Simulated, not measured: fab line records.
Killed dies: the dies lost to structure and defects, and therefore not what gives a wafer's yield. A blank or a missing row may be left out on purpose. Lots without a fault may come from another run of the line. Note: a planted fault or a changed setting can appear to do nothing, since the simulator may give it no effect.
fab line records	flow gf180mcu
[record] lots = 7	wafers = 21	lastDay = 33
route steps=602 shown HV_LDD@199
lots that met no fault: from a run of the same line without faults
startH: hours from the record's first day to the start of the lot's first wafer shown	waitH: hours from the lot's prior step to this one	" same as the row above	L1.1+2: a single row standing in for several wafers	- no value, or no start given	* or withheld: withheld	< > ~ a bound
route shown NAME@n: names a module that has steps shown in the file, with the first one's number in the route	usual: mean/standard deviation of fault-free wafers	same: alike in all rows	chamber/n: place in a boat	sites: the reading at each site	_std_site: standard deviation across them	_edge_site: outer sites' mean less inner sites'	radiusMm: how far each site lies from the wafer's centre	mask NAME#n: copy n	behind: the most recent tool/chamber to have shaped the wafer	hold: what put the lot on hold/how long, in hours/how the hold closed	device: whichever transistor did not switch (one of n, p or np)	end of line: tests of these same wafers at the route's end	a step with no rows: only its recipe	killed: dies that structure and defects cost at the first sort, which is not the same as the wafer's yield	map: the dies of a wafer, with x for killed, . for not killed, _ for no die there
set.NAME: the setting that was run; set.NAME@STEP: the one run at that earlier step	model.NAME: the simulator's own value behind a step, which no gauge read
lots at some steps of the route; a table a step, a row a wafer
services: the hour from which a tool's chamber was out of use, counted from the record's first day as startH (under 0 if before that day), plus the number of hours and why
[[steps]]
[step GF_HV_LDD_TW_MEAS_23]
[usual] HV_LDD_2_TW = 1044/11
lot.wafer	tool	chamber	startH	waitH	HV_LDD_2_TW
L878.3	filmMetro-02	-	266.48	0.1	1048
L878.4	"	-	"	"	1054
L878.6	"	-	"	"	1047
L886.3	filmMetro-04	-	327.02	0.1	1039
L886.4	"	-	"	"	1044
L886.6	"	-	"	"	1028
L888.1	filmMetro-04	-	340.56	0.1	1038
L888.3	"	-	"	"	1033
L888.6	"	-	"	"	1039
L889.1	filmMetro-01	-	348.31	0.1	1056
L889.2	"	-	"	"	1051
L889.3	"	-	"	"	1047
L890.3	filmMetro-04	-	355.28	0.1	1033
L890.4	"	-	"	"	1033
L890.5	"	-	"	"	1037
L891.1	filmMetro-01	-	370.15	0.1	1059
L891.3	"	-	"	"	1059
L891.5	"	-	"	"	1060
L892.1	filmMetro-02	-	370.45	0.1	1044
L892.3	"	-	"	"	1047
L892.4	"	-	"	"	1046
[step GF_HV_LDD_DEHYDRATE_24]
[recipe] tempC = 200	timeS = 60
[step GF_HV_LDD_HMDS_25]
[recipe] primeTimeS = 60	primeTempC = 120
[step GF_HV_LDD_COAT_26]
[recipe] resist = NOVOLAK	spinRpm = 3000	resistThkNm = 1000
[step GF_HV_LDD_SOFTBAKE_27]
[recipe] tempC = 90	timeS = 60	resist = NOVOLAK
[step GF_HV_LDD_EXPOSE_28]
[recipe] maskId = Nplus_HV_AREA	targetCdNm = 400	na = 0.6	sourceShape = conventional	sigmaOuter = 0.6	doseMj = 140
[step GF_HV_LDD_PEB_29]
[recipe] tempC = withheld	timeS = *	resist = NOVOLAK
[step GF_HV_LDD_DEVELOP_30]
[recipe] developTimeS = 60	devTempC = 23
[step GF_HV_LDD_CD_MEAS_31]
[recipe] targetCdNm = 400
[usual] cdNm = 400.6/2.3
lot.wafer	tool	chamber	startH	waitH	cdNm
L878.3	cdSem-01	-	285.39	0.1	400.8
L878.4	"	-	"	"	399.2
L878.6	"	-	"	"	399.5
L886.3	cdSem-01	-	348.25	0.1	406.1
L886.4	"	-	"	"	408.1
L886.6	"	-	"	"	406.9
L888.1	cdSem-02	-	362.06	0.1	403.0
L888.3	"	-	"	"	400.2
L888.6	"	-	"	"	400.3
L889.1	cdSem-02	-	370.35	0.1	399.1
L889.2	"	-	"	"	400.8
L889.3	"	-	"	"	400.8
L890.3	cdSem-02	-	377.75	0.1	403.3
L890.4	"	-	"	"	405.2
L890.5	"	-	"	"	405.2
L891.1	cdSem-02	-	393.31	0.1	402.4
L891.3	"	-	"	"	400.4
L891.5	"	-	"	"	401.7
L892.1	cdSem-01	-	393.45	0.1	401.3
L892.3	"	-	"	"	402.1
L892.4	"	-	"	"	399.9
[step GF_HV_LDD_OVL_MEAS_32]
[usual] HV_LDD_02_OVL = 0.7/1.3
lot.wafer	tool	chamber	startH	waitH	HV_LDD_02_OVL[nm]
L878.3	overlay-01	-	285.48	0.1	0.7
L878.4	"	-	"	"	-1.3
L878.6	"	-	"	"	0.5
L886.3	overlay-01	-	348.34	0.1	0.3
L886.4	"	-	"	"	-0.4
L886.6	"	-	"	"	-1.3
L888.1	overlay-01	-	362.18	0.1	1.1
L888.3	"	-	"	"	1.8
L888.6	"	-	"	"	2.5
L889.1	overlay-01	-	370.47	0.1	-0.4
L889.2	"	-	"	"	2.5
L889.3	"	-	"	"	1.4
L890.3	overlay-01	-	377.84	0.1	0.0
L890.4	"	-	"	"	2.3
L890.5	"	-	"	"	1.6
L891.1	overlay-02	-	393.43	0.1	-0.3
L891.3	"	-	"	"	-0.4
L891.5	"	-	"	"	2.2
L892.1	overlay-01	-	393.57	0.1	2.0
L892.3	"	-	"	"	1.4
L892.4	"	-	"	"	2.9
[step GF_HV_LDD_IMPLANT_33]
[recipe] species = P	energyKev = 60	doseCm2 = 7.052e+12	tiltDeg = 30	rotationDeg = 0
[step GF_HV_LDD_IMPLANT_34]
[recipe] species = P	energyKev = 60	doseCm2 = 7.5e+12	tiltDeg = 30	rotationDeg = 90
[step GF_HV_LDD_IMPLANT_35]
[recipe] species = P	energyKev = 60	doseCm2 = 7.5e+12	tiltDeg = 30	rotationDeg = 180
[usual] beamEnergyKeV = 59.993/0.018	beamOnS = 9.99/0.2	faradayCurrentUA = 42.3/0.85
lot.wafer	tool	chamber	startH	waitH	beamEnergyKeV	beamOnS	faradayCurrentUA
L878.3	implanter-04	0	285.86	0.1	59.984	10.05	42.1
L878.4	"	0	"	"	60.009	9.90	42.9
L878.6	"	0	"	"	59.989	10.25	41.2
L886.3	implanter-02	0	348.71	0.1	60.027	10.07	42.0
L886.4	"	0	"	"	59.997	9.76	43.4
L886.6	"	0	"	"	60.000	9.74	43.4
L888.1	implanter-02	-	362.51	0.1	-	-	-
L888.3	"	-	"	"	-	-	-
L888.6	"	-	"	"	-	-	-
L889.1	implanter-04	-	370.80	0.1	-	-	-
L889.2	"	-	"	"	-	-	-
L889.3	"	-	"	"	-	-	-
L890.3	implanter-04	-	378.21	0.1	-	-	-
L890.4	"	-	"	"	-	-	-
L890.5	"	-	"	"	-	-	-
L891.1	implanter-04	0	393.76	0.1	60.016	10.31	41.0
L891.3	"	0	"	"	60.030	9.74	43.5
L891.5	"	0	"	"	60.030	9.87	43.0
L892.1	implanter-03	0	393.90	0.1	60.000	10.15	41.8
L892.3	"	0	"	"	59.976	9.96	42.4
L892.4	"	0	"	"	59.990	9.99	42.4
[step GF_HV_LDD_IMPLANT_36]
[recipe] species = P	energyKev = 60	doseCm2 = 7.5e+12	tiltDeg = 30	rotationDeg = 270
[step GF_HV_LDD_STRIP_37]
[recipe] chemistry = O2/N2	powerW = 1400	pressureMtorr = 1500	platenTempC = 250	o2FlowSccm = 3000	n2FlowSccm = 300	overashFraction = 0.5
[usual] drypumpMotorCurrentA = 5.8/0.43	heaterPowerW = 313/14	o2FlowSccm = 3001/8.2	oesProductAu = 0.716/0.0046	stripTimeToEndpointS = 12.62/0.031
lot.wafer	tool	chamber	startH	waitH	drypumpMotorCurrentA	heaterPowerW	o2FlowSccm	oesProductAu	rfHoursCounterH	stripTimeToEndpointS
L878.3	plasmaAsher-02	1	286.14	0.1	6.1	338	2997	0.718	-	12.69
L878.4	"	0	"	"	5.6	303	3009	0.720	-	12.65
L878.6	"	1	"	"	6.1	325	3013	0.709	-	12.64
L886.3	plasmaAsher-03	0	349.00	0.1	5.9	304	3006	0.711	-	12.59
L886.4	"	1	"	"	5.1	289	2997	0.712	-	12.61
L886.6	"	1	"	"	5.1	302	2995	0.712	-	12.60
L888.1	plasmaAsher-03	0	362.81	0.1	5.9	316	3000	0.709	75	12.69
L888.3	"	1	"	"	5.1	296	2992	0.721	-	12.64
L888.6	"	0	"	"	5.9	319	3013	0.712	-	12.63
L889.1	plasmaAsher-03	0	371.10	0.1	5.9	315	3017	0.709	76	12.62
L889.2	"	1	"	"	5.1	298	3004	0.720	76	12.65
L889.3	"	1	"	"	5.1	284	3011	0.722	-	12.59
L890.3	plasmaAsher-03	1	378.50	0.1	5.1	297	2995	0.713	-	12.61
L890.4	"	0	"	"	5.9	309	2986	0.715	-	12.59
L890.5	"	1	"	"	5.1	294	2989	0.717	-	12.61
L891.1	plasmaAsher-03	1	394.06	0.1	5.1	292	3008	0.713	78	12.56
L891.3	"	1	"	"	5.1	295	2999	0.707	-	12.58
L891.5	"	1	"	"	5.1	302	3018	0.710	-	12.56
L892.1	plasmaAsher-04	1	394.20	0.1	6.2	310	3006	0.714	75	12.60
L892.3	"	1	"	"	6.2	309	3013	0.715	-	12.58
L892.4	"	0	"	"	6.3	342	2999	0.714	-	12.64
[step GF_HV_LDD_TW_MEAS_38]
[usual] HV_LDD_3_TW = 1413/15
lot.wafer	tool	chamber	startH	waitH	HV_LDD_3_TW
L878.3	filmMetro-04	-	286.23	0.1	1397
L878.4	"	-	"	"	1392
L878.6	"	-	"	"	1399
L886.3	filmMetro-02	-	349.08	0.1	1414
L886.4	"	-	"	"	1408
L886.6	"	-	"	"	1411
L888.1	filmMetro-04	-	362.91	0.1	1291
L888.3	"	-	"	"	1283
L888.6	"	-	"	"	1289
L889.1	filmMetro-01	-	371.20	0.1	1309
L889.2	"	-	"	"	1308
L889.3	"	-	"	"	1310
L890.3	filmMetro-01	-	378.58	0.1	1312
L890.4	"	-	"	"	1311
L890.5	"	-	"	"	1311
L891.1	filmMetro-04	-	394.16	0.1	1401
L891.3	"	-	"	"	1398
L891.5	"	-	"	"	1402
L892.1	filmMetro-04	-	394.30	0.1	1401
L892.3	"	-	"	"	1403
L892.4	"	-	"	"	1395
[step GF_HV_LDD_DEHYDRATE_39]
[recipe] tempC = 200	timeS = 60
[step GF_HV_LDD_HMDS_40]
[recipe] primeTimeS = 60	primeTempC = 120
[step GF_HV_LDD_COAT_41]
[recipe] resist = NOVOLAK	spinRpm = 3000	resistThkNm = 1000
[step GF_HV_LDD_SOFTBAKE_42]
[recipe] tempC = 90	timeS = 60	resist = NOVOLAK
[step GF_HV_LDD_EXPOSE_43]
[recipe] maskId = Pplus_HV_AREA	targetCdNm = 400	na = 0.6	sourceShape = conventional	sigmaOuter = 0.6	doseMj = 140
[step GF_HV_LDD_PEB_44]
[recipe] tempC = withheld	timeS = *	resist = NOVOLAK
[step GF_HV_LDD_DEVELOP_45]
[recipe] developTimeS = 60	devTempC = 23
[step GF_HV_LDD_CD_MEAS_46]
[recipe] targetCdNm = 400
[usual] cdNm = 400.2/2.3
lot.wafer	tool	chamber	startH	waitH	cdNm
L878.3	cdSem-02	-	305.59	0.1	396.7
L878.4	"	-	"	"	398.1
L878.6	"	-	"	"	395.7
L886.3	cdSem-02	-	371.14	0.1	403.2
L886.4	"	-	"	"	403.4
L886.6	"	-	"	"	403.2
L888.1	cdSem-01	-	385.35	0.1	397.2
L888.3	"	-	"	"	396.7
L888.6	"	-	"	"	396.3
L889.1	cdSem-01	-	394.35	0.1	402.0
L889.2	"	-	"	"	400.1
L889.3	"	-	"	"	399.2
L890.3	cdSem-02	-	401.39	0.1	397.3
L890.4	"	-	"	"	400.3
L890.5	"	-	"	"	398.8
L891.1	cdSem-02	-	417.35	0.1	399.8
L891.3	"	-	"	"	400.8
L891.5	"	-	"	"	401.2
L892.1	cdSem-02	-	418.51	0.1	398.7
L892.3	"	-	"	"	396.5
L892.4	"	-	"	"	395.9
[step GF_HV_LDD_OVL_MEAS_47]
[usual] HV_LDD_03_OVL = 0.0/1.4
lot.wafer	tool	chamber	startH	waitH	HV_LDD_03_OVL[nm]
L878.3	overlay-01	-	305.68	0.1	-2.0
L878.4	"	-	"	"	-0.2
L878.6	"	-	"	"	-1.5
L886.3	overlay-02	-	371.23	0.1	0.0
L886.4	"	-	"	"	0.7
L886.6	"	-	"	"	-0.7
L888.1	overlay-02	-	385.47	0.1	0.1
L888.3	"	-	"	"	0.6
L888.6	"	-	"	"	0.1
L889.1	overlay-02	-	394.47	0.1	-2.3
L889.2	"	-	"	"	-1.1
L889.3	"	-	"	"	-1.5
L890.3	overlay-02	-	401.48	0.1	-0.6
L890.4	"	-	"	"	0.3
L890.5	"	-	"	"	1.5
L891.1	overlay-02	-	417.47	0.1	0.9
L891.3	"	-	"	"	0.2
L891.5	"	-	"	"	0.8
L892.1	overlay-02	-	418.63	0.1	0.0
L892.3	"	-	"	"	1.9
L892.4	"	-	"	"	0.3
[step GF_HV_LDD_IMPLANT_48]
[recipe] species = B	energyKev = 25	doseCm2 = 3e+13	tiltDeg = 7
[step GF_HV_LDD_STRIP_49]
[recipe] chemistry = O2/N2	powerW = 1400	pressureMtorr = 1500	platenTempC = 250	o2FlowSccm = 3000	n2FlowSccm = 300	overashFraction = 0.5
[usual] drypumpMotorCurrentA = 5.9/0.42	heaterPowerW = 315/14	o2FlowSccm = 3001/8.3	oesProductAu = 0.716/0.0046	stripTimeToEndpointS = 12.62/0.038
lot.wafer	tool	chamber	startH	waitH	drypumpMotorCurrentA	heaterPowerW	o2FlowSccm	oesProductAu	rfHoursCounterH	stripTimeToEndpointS
L878.3	plasmaAsher-04	1	305.89	0.1	6.2	314	2994	0.716	-	12.64
L878.4	"	0	"	"	6.3	331	3006	0.717	-	12.62
L878.6	"	1	"	"	6.2	305	2992	0.726	-	12.64
L886.3	plasmaAsher-04	0	371.44	0.1	6.3	331	3008	0.722	-	12.63
L886.4	"	1	"	"	6.2	317	2998	0.716	-	12.58
L886.6	"	1	"	"	6.2	314	2998	0.719	-	12.57
L888.1	plasmaAsher-03	0	385.65	0.1	5.9	304	2997	0.712	77	12.55
L888.3	"	1	"	"	5.1	285	3007	0.719	-	12.60
L888.6	"	0	"	"	5.9	327	3000	0.723	-	12.59
L889.1	plasmaAsher-04	0	394.65	0.1	6.3	328	2993	0.719	75	12.60
L889.2	"	1	"	"	6.2	311	3002	0.719	75	12.56
L889.3	"	1	"	"	6.2	311	2999	0.718	-	12.60
L890.3	plasmaAsher-03	0	401.69	0.1	5.9	303	2994	0.715	-	12.62
L890.4	"	1	"	"	5.1	297	2986	0.713	-	12.60
L890.5	"	1	"	"	5.1	302	2991	0.715	-	12.64
L891.1	plasmaAsher-04	1	417.65	0.1	6.2	312	3005	0.720	78	12.59
L891.3	"	0	"	"	6.2	335	2997	0.721	-	12.63
L891.5	"	0	"	"	6.2	328	2988	0.712	-	12.58
L892.1	plasmaAsher-04	1	418.81	0.1	6.2	306	3009	0.711	78	12.62
L892.3	"	1	"	"	6.2	311	2985	0.712	-	12.63
L892.4	"	0	"	"	6.3	330	2995	0.715	-	12.63
[step GF_HV_LDD_TW_MEAS_50]
[usual] HV_LDD_4_TW = 566/5.8
lot.wafer	tool	chamber	startH	waitH	HV_LDD_4_TW
L878.3	filmMetro-04	-	305.98	0.1	558
L878.4	"	-	"	"	557
L878.6	"	-	"	"	558
L886.3	filmMetro-02	-	371.52	0.1	564
L886.4	"	-	"	"	566
L886.6	"	-	"	"	563
L888.1	filmMetro-04	-	385.75	0.1	555
L888.3	"	-	"	"	555
L888.6	"	-	"	"	556
L889.1	filmMetro-02	-	394.75	0.1	568
L889.2	"	-	"	"	561
L889.3	"	-	"	"	564
L890.3	filmMetro-01	-	401.77	0.1	573
L890.4	"	-	"	"	571
L890.5	"	-	"	"	575
L891.1	filmMetro-04	-	417.75	0.1	553
L891.3	"	-	"	"	552
L891.5	"	-	"	"	552
L892.1	filmMetro-02	-	418.91	0.1	565
L892.3	"	-	"	"	563
L892.4	"	-	"	"	563
[step GF_HV_LDD_CLEAN_51]
[recipe] chemistry = SC1/SC2	mix = 1:4:20	tempC = 70	timeS = 150	dry = n2Spin
[step GF_HV_LDD_RTA_52]
[recipe] tempC = 1000	timeS = 10	ambient = N2
[usual] chamberO2Ppm = 2.002/0.023	lampPowerPct = 32/3.2	wafer_temp_C_max = 1004.9/1.1
lot.wafer	tool	chamber	startH	waitH	chamberO2Ppm	lampPowerPct	wafer_temp_C_max
L878.3	rtpAnneal-02	0	306.09	0.0	2.003	34	1005.1
L878.4	"	0	"	"	1.950	34	1005.8
L878.6	"	0	"	"	1.931	34	1004.1
L886.3	rtpAnneal-02	0	371.66	0.0	2.037	34	1003.4
L886.4	"	0	"	"	2.007	34	1005.3
L886.6	"	0	"	"	2.009	34	1004.7
L888.1	rtpAnneal-02	0	385.86	0.0	1.999	34	1004.2
L888.3	"	0	"	"	2.004	34	1004.7
L888.6	"	0	"	"	1.992	34	1004.3
L889.1	rtpAnneal-01	0	394.87	0.0	2.005	28	1003.4
L889.2	"	0	"	"	2.010	28	1005.7
L889.3	"	0	"	"	1.980	28	1005.7
L890.3	rtpAnneal-02	0	401.89	0.0	1.976	34	1003.3
L890.4	"	0	"	"	1.957	34	1003.2
L890.5	"	0	"	"	2.007	34	1004.0
L891.1	rtpAnneal-01	0	417.86	0.0	1.981	28	1003.9
L891.3	"	0	"	"	2.038	28	1003.4
L891.5	"	0	"	"	2.002	28	1006.4
L892.1	rtpAnneal-01	0	419.02	0.0	1.998	28	1004.5
L892.3	"	0	"	"	2.009	28	1004.8
L892.4	"	0	"	"	2.021	28	1005.0
[step GF_HV_LDD_RS_MEAS_53]
[recipe] thkMeasGauge = four-point-probe
[usual] HV_LDD_RS = 419.3/0.94
lot.wafer	tool	chamber	startH	waitH	HV_LDD_RS[ohm/sq]
L878.3	filmMetro-04	-	306.17	0.1	418.9
L878.4	"	-	"	"	418.6
L878.6	"	-	"	"	419.0
L886.3	filmMetro-01	-	371.75	0.1	420.7
L886.4	"	-	"	"	420.9
L886.6	"	-	"	"	418.9
L888.1	filmMetro-02	-	385.93	0.1	440.2
L888.3	"	-	"	"	441.2
L888.6	"	-	"	"	441.4
L889.1	filmMetro-04	-	394.94	0.1	440.1
L889.2	"	-	"	"	439.6
L889.3	"	-	"	"	438.8
L890.3	filmMetro-02	-	401.98	0.1	442.3
L890.4	"	-	"	"	441.6
L890.5	"	-	"	"	442.6
L891.1	filmMetro-02	-	417.93	0.1	416.9
L891.3	"	-	"	"	417.8
L891.5	"	-	"	"	416.7
L892.1	filmMetro-01	-	419.09	0.1	419.4
L892.3	"	-	"	"	418.5
L892.4	"	-	"	"	420.3
[step GF_HV_LDD_CVD_54]
[recipe] material = SiO2	targetThkNm = 10	precursor = TEOS	tempC = 680	timeS = 75	pressureMtorr = 400
[[services]]
tool	chamber	startH	hours	kind
plasmaAsher-02	-	272.93	4.9	repair
implanter-02	-	296.39	3.3	repair
implanter-03	-	325.69	3.1	repair
implanter-04	-	337.61	1.8	repair
implanter-03	-	347.02	2.0	pm
implanter-02	-	350.41	3.9	pm
plasmaAsher-02	-	381.10	25.7	repair
implanter-02	-	388.64	6.9	repair
plasmaAsher-03	-	396.13	0.4	repair
implanter-03	-	399.27	4.8	repair
[[key]]
[firstSign] step = GF_HV_LDD_IMPLANT_35	reading = toolRecord	direction = missing
[effect] step = GF_HV_LDD_TW_MEAS_38	reading = HV_LDD_3_TW	direction = down	sigmas = 7.3	usual = 1413	struck = 1303
[effect] step = GF_HV_LDD_RS_MEAS_53	reading = HV_LDD_RS	direction = up	sigmas = 23	usual = 419.3	struck = 440.9
metAt GF_HV_LDD_IMPLANT_35
struckWafers L888.1,L888.3,L888.6,L889.1,L889.2,L889.3,L890.3,L890.4,L890.5
laterRowsLeftOut L888.1,L888.3,L888.6,L889.1,L889.2,L889.3,L890.3,L890.4,L890.5
sortLeftOut L888.1,L888.3,L888.6,L889.1,L889.2,L889.3,L890.3,L890.4,L890.5
testerLeftOut L888,L889,L890
onsetBetween 348.71 362.51
[fault] kind = skippedStepWhole	tool = implanter-02,implanter-04	chamber = -	onsetH = 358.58	steps = GF_HV_LDD_IMPLANT_35	scope = struckLotsOnly
// testerLeftOut: of these lots the tester's yield and bins aren't shown, on N5 and GAA mostly nor the transistor test; their killed dies are dies lost to structure and defects alone, not to doping, threshold or leakage, so they don't give the yield
// sortLeftOut: the simulated sort isn't trusted on such a fault, so these wafers' sort isn't shown, and their yield isn't known
// laterRowsLeftOut: the simulator's readings of these wafers behind a module that went badly wrong aren't trusted and aren't shown, but for the sort
